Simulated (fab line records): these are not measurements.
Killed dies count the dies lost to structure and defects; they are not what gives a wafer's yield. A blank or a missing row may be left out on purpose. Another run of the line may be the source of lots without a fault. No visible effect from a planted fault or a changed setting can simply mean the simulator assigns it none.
fab line records	flow sky130	part 1 of 2: steps 1 to 26 of 37
record: lots: 5	wafers: 15	lastDay: 48
route steps=708 shown GATE_OXIDE@189 POLY_GATE@204 RES_PROTECT@206
lots with no fault: from the same line, run without faults
startH: the number of hours between the record's first day and the start of the first shown wafer of the lot	waitH: hours elapsed since this lot's preceding step	" the same as in the row above	L1.1+2: several wafers, shown together as one row	- no value present, or no start provided	* or withheld: withheld	< > ~ a bound
route shown NAME@n: NAME is a module with steps in the file, n the number in the route of the first one	usual: average and standard deviation across the fault-free wafers	same: alike in all rows	chamber/n: place in a boat	sites: each site's reading	_std_site: the values' standard deviation	_edge_site: inner sites' mean taken away from outer sites' mean	radiusMm: how far each site lies from the wafer's centre	mask NAME#n: copy n	behind: the most recent tool/chamber to have shaped the wafer	hold: the reason the lot was held/the length of the hold in hours/how it ended	device: the transistor (n, p or np) that didn't switch	end of line: the route-end tests of the same wafers	a step with no rows: only its recipe	killed: at the first sort, the dies lost to defects and structure; wafer yield is something else	map: shows each die of a wafer: x if killed, . if not, _ if none is there
set.NAME: the setting that was run; set.NAME@STEP: the one run at that earlier step	model.NAME: the simulator's own value behind a step, which no gauge read
lots at selected steps of the route; one table per step, one row per wafer
services: a tool's chamber out of use, with start hour (startH, from the record's first day; less than 0 if before it), hours out, and reason
== steps ==
step: SKY_GATE_OXIDE_THK_MEAS_02
recipe: reads: SiO2_of_GATE_OXIDE_OXIDATION_01
usual: GATE_OXIDE_OXIDATION_00_THK: 10.26/0.21
lot.wafer	tool	chamber	startH	waitH	GATE_OXIDE_OXIDATION_00_THK[nm]
L074.1	filmMetro-03	-	285.29	0.0	10.28
L074.2	"	-	"	"	10.09
L074.4	"	-	"	"	10.32
L079.2	filmMetro-03	-	322.41	0.0	10.36
L079.4	"	-	"	"	10.20
L079.5	"	-	"	"	10.32
L080.1	filmMetro-03	-	329.85	0.0	10.21
L080.3	"	-	"	"	10.09
L080.5	"	-	"	"	10.20
L082.1	filmMetro-03	-	345.70	0.0	10.27
L082.4	"	-	"	"	10.02
L082.5	"	-	"	"	10.32
L085.4	filmMetro-02	-	370.00	0.0	10.44
L085.5	"	-	"	"	10.30
L085.6	"	-	"	"	10.36
step: SKY_GATE_OXIDE_DEHYDRATE_03
recipe: tempC: 200	timeS: 60
usual: exhaustPa: 44.9/0.86
lot.wafer	tool	chamber	startH	waitH	exhaustPa
L074.1	lithoTrack-03	0	297.69	12.4	43.8
L074.2	"	0	"	"	44.3
L074.4	"	0	"	"	44.5
L079.2	lithoTrack-04	0	334.50	12.1	44.1
L079.4	"	0	"	"	44.3
L079.5	"	0	"	"	43.9
L080.1	lithoTrack-03	0	342.69	12.8	44.9
L080.3	"	0	"	"	44.4
L080.5	"	0	"	"	44.2
L082.1	lithoTrack-04	0	358.82	13.1	44.0
L082.4	"	0	"	"	47.1
L082.5	"	0	"	"	45.5
L085.4	lithoTrack-02	0	383.57	13.6	44.5
L085.5	"	0	"	"	45.4
L085.6	"	0	"	"	44.9
step: SKY_GATE_OXIDE_HMDS_04
recipe: primeTimeS: 60	primeTempC: 120
usual: exhaustPa: 45.2/0.81
lot.wafer	tool	chamber	startH	waitH	exhaustPa
L074.1	lithoTrack-03	0	297.84	0.1	45.3
L074.2	"	0	"	"	44.8
L074.4	"	0	"	"	45.4
L079.2	lithoTrack-04	0	334.65	0.1	44.8
L079.4	"	0	"	"	44.8
L079.5	"	0	"	"	45.2
L080.1	lithoTrack-03	0	342.84	0.1	46.1
L080.3	"	0	"	"	45.6
L080.5	"	0	"	"	45.1
L082.1	lithoTrack-04	0	358.97	0.1	46.0
L082.4	"	0	"	"	45.2
L082.5	"	0	"	"	45.6
L085.4	lithoTrack-02	0	383.72	0.1	43.7
L085.5	"	0	"	"	44.4
L085.6	"	0	"	"	45.0
step: SKY_GATE_OXIDE_COAT_05
recipe: resist: NOVOLAK	spinRpm: 3000	resistThkNm: 1140
usual: dispensePressureKPa: 47.6/0.99	exhaustPa: 45.2/1
lot.wafer	tool	chamber	startH	waitH	dispensePressureKPa	exhaustPa
L074.1	lithoTrack-03	0	297.99	0.1	48.2	44.3
L074.2	"	0	"	"	48.2	43.6
L074.4	"	0	"	"	48.2	45.7
L079.2	lithoTrack-04	0	334.80	0.1	45.8	45.0
L079.4	"	0	"	"	45.8	44.9
L079.5	"	0	"	"	45.8	45.5
L080.1	lithoTrack-03	0	342.99	0.1	48.2	46.3
L080.3	"	0	"	"	48.2	46.5
L080.5	"	0	"	"	48.3	45.5
L082.1	lithoTrack-04	0	359.12	0.1	45.8	44.1
L082.4	"	0	"	"	45.8	44.3
L082.5	"	0	"	"	45.8	45.1
L085.4	lithoTrack-02	0	383.87	0.1	48.0	45.5
L085.5	"	0	"	"	48.1	43.8
L085.6	"	0	"	"	48.0	45.3
step: SKY_GATE_OXIDE_SOFTBAKE_06
recipe: tempC: 90	timeS: 60	resist: NOVOLAK
usual: exhaustPa: 45.0/0.91
lot.wafer	tool	chamber	startH	waitH	exhaustPa
L074.1	lithoTrack-03	0	298.14	0.1	45.6
L074.2	"	0	"	"	45.2
L074.4	"	0	"	"	45.0
L079.2	lithoTrack-04	0	334.95	0.1	44.9
L079.4	"	0	"	"	44.5
L079.5	"	0	"	"	45.6
L080.1	lithoTrack-03	0	343.14	0.1	44.7
L080.3	"	0	"	"	45.5
L080.5	"	0	"	"	43.6
L082.1	lithoTrack-04	0	359.27	0.1	44.4
L082.4	"	0	"	"	43.8
L082.5	"	0	"	"	43.8
L085.4	lithoTrack-02	0	384.02	0.1	45.5
L085.5	"	0	"	"	43.0
L085.6	"	0	"	"	44.9
step: SKY_GATE_OXIDE_EXPOSE_07
recipe: maskId: LVOM	na: 0.6	sourceShape: conventional	sigmaOuter: 0.6	polarization: unpolarized	targetCdNm: 600	doseMj: 170
lot.wafer	tool	chamber	startH	waitH	mask
L074.1+2+4	ilineStepper-02	0	-	-	LVOM#0
L079.2+4+5	ilineStepper-01	0	-	-	LVOM#0
L080.1+3+5	ilineStepper-02	0	-	-	LVOM#0
L082.1+4+5	ilineStepper-02	0	-	-	LVOM#0
L085.4+5+6	ilineStepper-01	0	-	-	LVOM#0
step: SKY_GATE_OXIDE_PEB_08
recipe: tempC: withheld	timeS: *	resist: NOVOLAK
usual: exhaustPa: 45.1/0.9
lot.wafer	tool	chamber	startH	waitH	exhaustPa
L074.1	lithoTrack-04	0	-	-	45.1
L074.2	"	0	"	"	45.1
L074.4	"	0	"	"	45.3
L079.2	lithoTrack-02	0	-	-	45.4
L079.4	"	0	"	"	47.0
L079.5	"	0	"	"	46.3
L080.1	lithoTrack-04	0	-	-	44.7
L080.3	"	0	"	"	44.5
L080.5	"	0	"	"	45.4
L082.1	lithoTrack-04	0	-	-	43.7
L082.4	"	0	"	"	43.6
L082.5	"	0	"	"	44.7
L085.4	lithoTrack-03	0	-	-	44.3
L085.5	"	0	"	"	45.3
L085.6	"	0	"	"	44.4
step: SKY_GATE_OXIDE_DEVELOP_09
recipe: resist: NOVOLAK	developer: TMAH	developTimeS: 60	devTempC: 23
usual: exhaustPa: 44.9/0.81
lot.wafer	tool	chamber	startH	waitH	exhaustPa
L074.1	lithoTrack-04	0	310.42	0.1	46.0
L074.2	"	0	"	"	45.2
L074.4	"	0	"	"	45.5
L079.2	lithoTrack-02	0	348.62	0.1	43.9
L079.4	"	0	"	"	43.7
L079.5	"	0	"	"	44.9
L080.1	lithoTrack-04	0	356.87	0.1	44.5
L080.3	"	0	"	"	44.6
L080.5	"	0	"	"	43.7
L082.1	lithoTrack-04	0	373.42	0.1	44.8
L082.4	"	0	"	"	44.1
L082.5	"	0	"	"	45.7
L085.4	lithoTrack-03	0	398.76	0.1	45.6
L085.5	"	0	"	"	45.9
L085.6	"	0	"	"	46.1
step: SKY_GATE_OXIDE_OVL_MEAS_10
usual: GATE_OXIDE_OVL: 1.3/1.2
lot.wafer	tool	chamber	startH	waitH	GATE_OXIDE_OVL[nm]
L074.1	overlay-01	-	310.57	0.1	1.8
L074.2	"	-	"	"	-0.2
L074.4	"	-	"	"	2.7
L079.2	overlay-01	-	348.75	0.1	1.2
L079.4	"	-	"	"	2.1
L079.5	"	-	"	"	2.1
L080.1	overlay-01	-	357.02	0.1	0.2
L080.3	"	-	"	"	1.2
L080.5	"	-	"	"	1.4
L082.1	overlay-01	-	373.57	0.1	2.2
L082.4	"	-	"	"	1.8
L082.5	"	-	"	"	2.2
L085.4	overlay-01	-	398.85	0.1	0.3
L085.5	"	-	"	"	0.1
L085.6	"	-	"	"	2.3
step: SKY_GATE_OXIDE_IMPLANT_11
recipe: species: B	energyKev: 10	doseCm2: 2.6e+12	tiltDeg: withheld
lot.wafer	tool	chamber	startH	waitH
L074.1+2+4	implanter-02	0	310.61	0.0
L079.2+4+5	implanter-02	0	348.80	0.0
L080.1+3+5	implanter-02	0	357.06	0.0
L082.1+4+5	implanter-04	0	373.61	0.0
L085.4+5+6	implanter-04	0	398.95	0.1
step: SKY_GATE_OXIDE_WET_ETCH_12
recipe: chemistry: dHF	targetDepthNm: 16.8	dry: n2Spin	target: SiO2	dilution: 100:1	tempC: 25	timeS: 336
lot.wafer	tool	chamber	startH	waitH
L074.1+2+4	wetBench-04	1	310.76	0.1
L079.2+4+5	wetBench-02	2	348.93	0.1
L080.1+3+5	wetBench-04	2	357.21	0.1
L082.1+4+5	wetBench-04	3	373.76	0.1
L085.4+5+6	wetBench-03	1	399.02	0.1
step: SKY_GATE_OXIDE_STRIP_13
recipe: chemistry: O2/N2	powerW: 1400	pressureMtorr: 1500	platenTempC: withheld	o2FlowSccm: 3000	n2FlowSccm: 300	overashFraction: 0.5
usual: drypumpMotorCurrentA: 5.6/0.46	oesProductAu: 0.715/0.0052	stripTimeToEndpointS: 14.17/0.049
lot.wafer	tool	chamber	startH	waitH	drypumpMotorCurrentA	oesProductAu	rfHoursCounterH	stripTimeToEndpointS
L074.1	plasmaAsher-02	0	310.86	0.0	5.5	0.721	64	14.20
L074.2	"	1	"	"	5.5	0.708	64	14.15
L074.4	"	0	"	"	5.5	0.717	-	14.18
L079.2	plasmaAsher-03	0	349.03	0.0	6.1	0.719	63	14.16
L079.4	"	1	"	"	6.4	0.720	-	14.17
L079.5	"	1	"	"	6.4	0.719	-	14.18
L080.1	plasmaAsher-02	0	357.31	0.0	5.5	0.703	69	14.18
L080.3	"	0	"	"	5.6	0.714	-	14.17
L080.5	"	0	"	"	5.6	0.706	-	14.19
L082.1	plasmaAsher-02	0	373.86	0.0	5.5	0.713	70	14.09
L082.4	"	0	"	"	5.5	0.714	-	14.06
L082.5	"	1	"	"	5.6	0.710	-	14.12
L085.4	plasmaAsher-03	0	399.16	0.0	6.1	0.718	-	14.12
L085.5	"	1	"	"	6.4	0.717	-	14.09
L085.6	"	0	"	"	6.1	0.715	-	14.06
step: SKY_GATE_OXIDE_TW_MEAS_14
usual: GATE_OXIDE_TW: 222.8/2.3
lot.wafer	tool	chamber	startH	waitH	GATE_OXIDE_TW
L074.1	filmMetro-04	-	310.96	0.1	224.7
L074.2	"	-	"	"	225.3
L074.4	"	-	"	"	225.5
L079.2	filmMetro-03	-	349.14	0.1	223.6
L079.4	"	-	"	"	223.4
L079.5	"	-	"	"	223.7
L080.1	filmMetro-03	-	357.41	0.1	224.2
L080.3	"	-	"	"	223.7
L080.5	"	-	"	"	222.2
L082.1	filmMetro-02	-	373.96	0.1	218.1
L082.4	"	-	"	"	218.0
L082.5	"	-	"	"	218.7
L085.4	filmMetro-02	-	399.25	0.1	219.4
L085.5	"	-	"	"	219.3
L085.6	"	-	"	"	219.1
step: SKY_GATE_OXIDE_CLEAN_15
recipe: chemistry: SC1/SC2	mix: 1:4:20	tempC: 70	timeS: 150	dry: n2Spin
lot.wafer	tool	chamber	startH	waitH
L074.1+2+4	wetBench-03	0	311.02	0.1
L079.2+4+5	wetBench-02	2	349.19	0.0
L080.1+3+5	wetBench-03	2	357.47	0.1
L082.1+4+5	wetBench-03	3	374.02	0.1
L085.4+5+6	wetBench-04	2	399.28	0.0
step: SKY_GATE_OXIDE_OXIDATION_16
recipe: tempC: 800	ambient: O2	idleTempC: 700	rampUpCPerMin: 10	rampDownCPerMin: 3	stabiliseS: 600	purgeS: 300	targetThkA: 35.7	oxTimeS: 1915
usual: oxTempC: 800.0/0.34	spikeTcBottomC: 820.7/2.2	zonePowerUpperPct: 12.6/0.58
lot.wafer	tool	chamber	startH	waitH	oxTempC	spikeTcBottomC	zonePowerUpperPct
L074.1	furnace-01	0	312.14	1.1	799.3	819.1	12.2
L074.2	"	0	"	"	799.7	819.6	12.1
L074.4	"	0	"	"	799.1	821.5	12.1
L079.2	furnace-01	0	349.24	0.0	800.2	820.0	11.9
L079.4	"	0	"	"	800.3	819.0	12.0
L079.5	"	0	"	"	799.5	819.0	12.3
L080.1	furnace-01	0	358.33	0.8	800.4	818.1	12.2
L080.3	"	0	"	"	799.6	820.2	12.1
L080.5	"	0	"	"	800.1	817.5	12.1
L082.1	furnace-02	0	374.07	0.0	799.7	821.9	13.3
L082.4	"	0	"	"	799.4	821.6	13.4
L082.5	"	0	"	"	799.7	823.1	13.1
L085.4	furnace-01	0	400.25	0.9	799.6	818.7	11.9
L085.5	"	0	"	"	800.2	820.0	12.0
L085.6	"	0	"	"	799.6	817.5	12.1
step: SKY_POLY_GATE_CVD_00
recipe: material: poly-Si	targetThkNm: 180	tempC: 620	timeS: 720	pressureMtorr: 200
usual: spikeTcBottomC: 643.3/1.7	zonePowerUpperPct: 9.85/0.23
lot.wafer	tool	chamber	startH	waitH	spikeTcBottomC	zonePowerUpperPct
L074.1	lpcvd-01	0	313.67	0.0	645.4	9.58
L074.2	"	0	"	"	643.8	9.72
L074.4	"	0	"	"	642.5	9.67
L079.2	lpcvd-01	1	350.77	0.0	640.8	10.08
L079.4	"	1	"	"	642.8	9.97
L079.5	"	1	"	"	640.9	10.09
L080.1	lpcvd-01	0	359.86	0.0	643.5	9.92
L080.3	"	0	"	"	645.7	9.76
L080.5	"	0	"	"	643.1	9.48
L082.1	lpcvd-01	1	375.60	0.0	642.0	10.04
L082.4	"	1	"	"	642.1	10.11
L082.5	"	1	"	"	641.1	10.16
L085.4	lpcvd-01	0	401.78	0.0	643.2	9.63
L085.5	"	0	"	"	644.1	9.59
L085.6	"	0	"	"	643.0	9.66
step: SKY_POLY_GATE_THK_MEAS_01
recipe: reads: poly-Si_of_POLY_GATE_CVD_00
usual: POLY_GATE_CVD_00_THK: 180.5/1.1
lot.wafer	tool	chamber	startH	waitH	POLY_GATE_CVD_00_THK[nm]
L074.1	filmMetro-04	-	314.87	0.0	179.2
L074.2	"	-	"	"	179.8
L074.4	"	-	"	"	180.2
L079.2	filmMetro-04	-	351.98	0.0	182.4
L079.4	"	-	"	"	183.2
L079.5	"	-	"	"	181.5
L080.1	filmMetro-04	-	361.66	0.0	180.5
L080.3	"	-	"	"	180.2
L080.5	"	-	"	"	180.6
L082.1	filmMetro-02	-	376.80	0.0	178.9
L082.4	"	-	"	"	180.6
L082.5	"	-	"	"	180.0
L085.4	filmMetro-01	-	403.01	0.0	180.0
L085.5	"	-	"	"	180.5
L085.6	"	-	"	"	180.4
step: SKY_RES_PROTECT_DEHYDRATE_00
recipe: tempC: 200	timeS: 60
usual: exhaustPa: 45.2/0.99
lot.wafer	tool	chamber	startH	waitH	exhaustPa
L074.1	lithoTrack-01	0	327.35	12.5	44.9
L074.2	"	0	"	"	44.5
L074.4	"	0	"	"	44.9
L079.2	lithoTrack-01	0	365.37	13.4	45.3
L079.4	"	0	"	"	47.1
L079.5	"	0	"	"	45.2
L080.1	lithoTrack-03	0	375.29	13.6	45.1
L080.3	"	0	"	"	45.6
L080.5	"	0	"	"	46.2
L082.1	lithoTrack-03	0	390.24	13.4	44.9
L082.4	"	0	"	"	44.5
L082.5	"	0	"	"	45.7
L085.4	lithoTrack-04	0	417.34	14.3	45.3
L085.5	"	0	"	"	44.5
L085.6	"	0	"	"	45.4
step: SKY_RES_PROTECT_HMDS_01
recipe: primeTimeS: 60	primeTempC: 120
usual: exhaustPa: 45.1/0.94
lot.wafer	tool	chamber	startH	waitH	exhaustPa
L074.1	lithoTrack-01	0	327.50	0.1	45.8
L074.2	"	0	"	"	47.0
L074.4	"	0	"	"	46.7
L079.2	lithoTrack-01	0	365.52	0.1	43.6
L079.4	"	0	"	"	44.0
L079.5	"	0	"	"	45.2
L080.1	lithoTrack-03	0	375.44	0.1	43.8
L080.3	"	0	"	"	44.3
L080.5	"	0	"	"	44.4
L082.1	lithoTrack-03	0	390.39	0.1	47.8
L082.4	"	0	"	"	45.7
L082.5	"	0	"	"	46.0
L085.4	lithoTrack-04	0	417.49	0.1	46.0
L085.5	"	0	"	"	46.1
L085.6	"	0	"	"	45.6
step: SKY_RES_PROTECT_COAT_02
recipe: resist: NOVOLAK	spinRpm: 3000	resistThkNm: 1140
usual: dispensePressureKPa: 48.0/1.9	exhaustPa: 45.1/0.81
lot.wafer	tool	chamber	startH	waitH	dispensePressureKPa	exhaustPa
L074.1	lithoTrack-01	0	327.65	0.1	50.5	44.9
L074.2	"	0	"	"	50.6	43.7
L074.4	"	0	"	"	50.5	46.1
L079.2	lithoTrack-01	0	365.67	0.1	50.5	45.9
L079.4	"	0	"	"	50.5	45.7
L079.5	"	0	"	"	50.4	45.5
L080.1	lithoTrack-03	0	375.59	0.1	48.2	45.9
L080.3	"	0	"	"	48.3	46.6
L080.5	"	0	"	"	48.3	46.8
L082.1	lithoTrack-03	0	390.54	0.1	48.2	45.3
L082.4	"	0	"	"	48.3	44.8
L082.5	"	0	"	"	48.2	45.3
L085.4	lithoTrack-04	0	417.64	0.1	45.8	44.7
L085.5	"	0	"	"	45.9	43.2
L085.6	"	0	"	"	45.8	44.0
step: SKY_RES_PROTECT_SOFTBAKE_03
recipe: tempC: 90	timeS: 62.71	resist: NOVOLAK
usual: exhaustPa: 45.1/0.94	plateSensorTCentreC: 90.756/0.01	plateSensorTEdgeC: 90.829/0.0089
lot.wafer	tool	chamber	startH	waitH	exhaustPa	plateSensorTCentreC	plateSensorTEdgeC
L074.1	lithoTrack-01	0	327.80	0.1	44.9	90.758	90.82
L074.2	"	0	"	"	46.9	90.748	90.852
L074.4	"	0	"	"	46.0	90.774	90.817
L079.2	lithoTrack-01	0	365.82	0.1	45.1	90.747	90.826
L079.4	"	0	"	"	44.7	90.757	90.836
L079.5	"	0	"	"	46.0	90.766	90.839
L080.1	lithoTrack-03	0	375.74	0.1	44.6	90.758	90.832
L080.3	"	0	"	"	44.4	90.749	90.83
L080.5	"	0	"	"	45.8	90.776	90.821
L082.1	lithoTrack-03	0	390.69	0.1	45.4	90.754	90.832
L082.4	"	0	"	"	44.8	90.762	90.829
L082.5	"	0	"	"	45.0	90.760	90.833
L085.4	lithoTrack-04	0	417.79	0.1	44.6	90.756	90.819
L085.5	"	0	"	"	44.8	90.748	90.831
L085.6	"	0	"	"	46.8	90.763	90.816
step: SKY_RES_PROTECT_EXPOSE_04
recipe: maskId: RPM	na: 0.6	sourceShape: conventional	sigmaOuter: 0.6	polarization: unpolarized	targetCdNm: 1270	doseMj: 131
lot.wafer	tool	chamber	startH	waitH	mask
L074.1+2+4	ilineStepper-02	0	-	-	RPM#0
L079.2+4+5	ilineStepper-02	0	-	-	RPM#0
L080.1+3+5	ilineStepper-02	0	-	-	RPM#0
L082.1+4+5	ilineStepper-02	0	-	-	RPM#0
L085.4+5+6	ilineStepper-01	0	-	-	RPM#0
step: SKY_RES_PROTECT_PEB_05
recipe: tempC: withheld	timeS: *	resist: NOVOLAK
usual: exhaustPa: 44.9/0.81
lot.wafer	tool	chamber	startH	waitH	exhaustPa
L074.1	lithoTrack-04	0	-	-	44.4
L074.2	"	0	"	"	43.8
L074.4	"	0	"	"	43.9
L079.2	lithoTrack-04	0	-	-	44.5
L079.4	"	0	"	"	44.4
L079.5	"	0	"	"	44.7
L080.1	lithoTrack-01	0	-	-	45.5
L080.3	"	0	"	"	45.9
L080.5	"	0	"	"	45.6
L082.1	lithoTrack-03	0	-	-	44.6
L082.4	"	0	"	"	43.4
L082.5	"	0	"	"	44.4
L085.4	lithoTrack-03	0	-	-	42.9
L085.5	"	0	"	"	44.4
L085.6	"	0	"	"	44.1
step: SKY_RES_PROTECT_DEVELOP_06
recipe: resist: NOVOLAK	developer: TMAH	developTimeS: 60	devTempC: 23
usual: exhaustPa: 44.8/0.76
lot.wafer	tool	chamber	startH	waitH	exhaustPa
L074.1	lithoTrack-04	0	340.92	0.1	45.4
L074.2	"	0	"	"	45.5
L074.4	"	0	"	"	45.5
L079.2	lithoTrack-04	0	380.04	0.1	45.5
L079.4	"	0	"	"	44.8
L079.5	"	0	"	"	43.1
L080.1	lithoTrack-01	0	389.79	0.1	44.2
L080.3	"	0	"	"	45.3
L080.5	"	0	"	"	44.7
L082.1	lithoTrack-03	0	404.84	0.1	43.2
L082.4	"	0	"	"	44.3
L082.5	"	0	"	"	43.5
L085.4	lithoTrack-03	0	432.76	0.1	46.4
L085.5	"	0	"	"	46.0
L085.6	"	0	"	"	47.4
step: SKY_POLY_GATE_IMPLANT_02
recipe: species: P	energyKev: 30	doseCm2: 7.7e+15	tiltDeg: 0
lot.wafer	tool	chamber	startH	waitH
L074.1+2+4	implanter-01	0	341.07	0.1
L079.2+4+5	implanter-01	0	380.19	0.1
L080.1+3+5	implanter-01	0	389.94	0.1
L082.1+4+5	implanter-04	0	404.99	0.1
L085.4+5+6	implanter-01	0	432.91	0.1
step: SKY_RES_PROTECT_STRIP_07
recipe: chemistry: O2/N2	powerW: 1400	pressureMtorr: 1500	platenTempC: withheld	o2FlowSccm: 3000	n2FlowSccm: 300	overashFraction: 0.5
usual: drypumpMotorCurrentA: 5.7/0.51	oesProductAu: 0.518/0.0046	stripTimeToEndpointS: 23.29/0.041
lot.wafer	tool	chamber	startH	waitH	drypumpMotorCurrentA	oesProductAu	rfHoursCounterH	stripTimeToEndpointS
L074.1	plasmaAsher-01	0	341.22	0.1	5.8	0.514	23	23.28
L074.2	"	1	"	"	5.9	0.511	23	23.28
L074.4	"	0	"	"	5.7	0.523	-	23.28
L079.2	plasmaAsher-04	0	380.32	0.1	5.0	0.514	57	23.32
L079.4	"	1	"	"	5.4	0.520	-	23.27
L079.5	"	0	"	"	5.0	0.520	-	23.30
L080.1	plasmaAsher-03	1	390.09	0.1	6.5	0.517	67	23.41
L080.3	"	0	"	"	6.1	0.515	-	23.35
L080.5	"	0	"	"	6.1	0.521	-	23.31
L082.1	plasmaAsher-04	1	405.14	0.1	5.4	0.522	59	23.25
L082.4	"	1	"	"	5.4	0.519	-	23.26
L082.5	"	1	"	"	5.4	0.516	-	23.33
L085.4	plasmaAsher-01	0	433.02	0.1	5.8	0.521	-	23.28
L085.5	"	0	"	"	5.8	0.517	-	23.30
L085.6	"	1	"	"	5.9	0.524	-	23.30
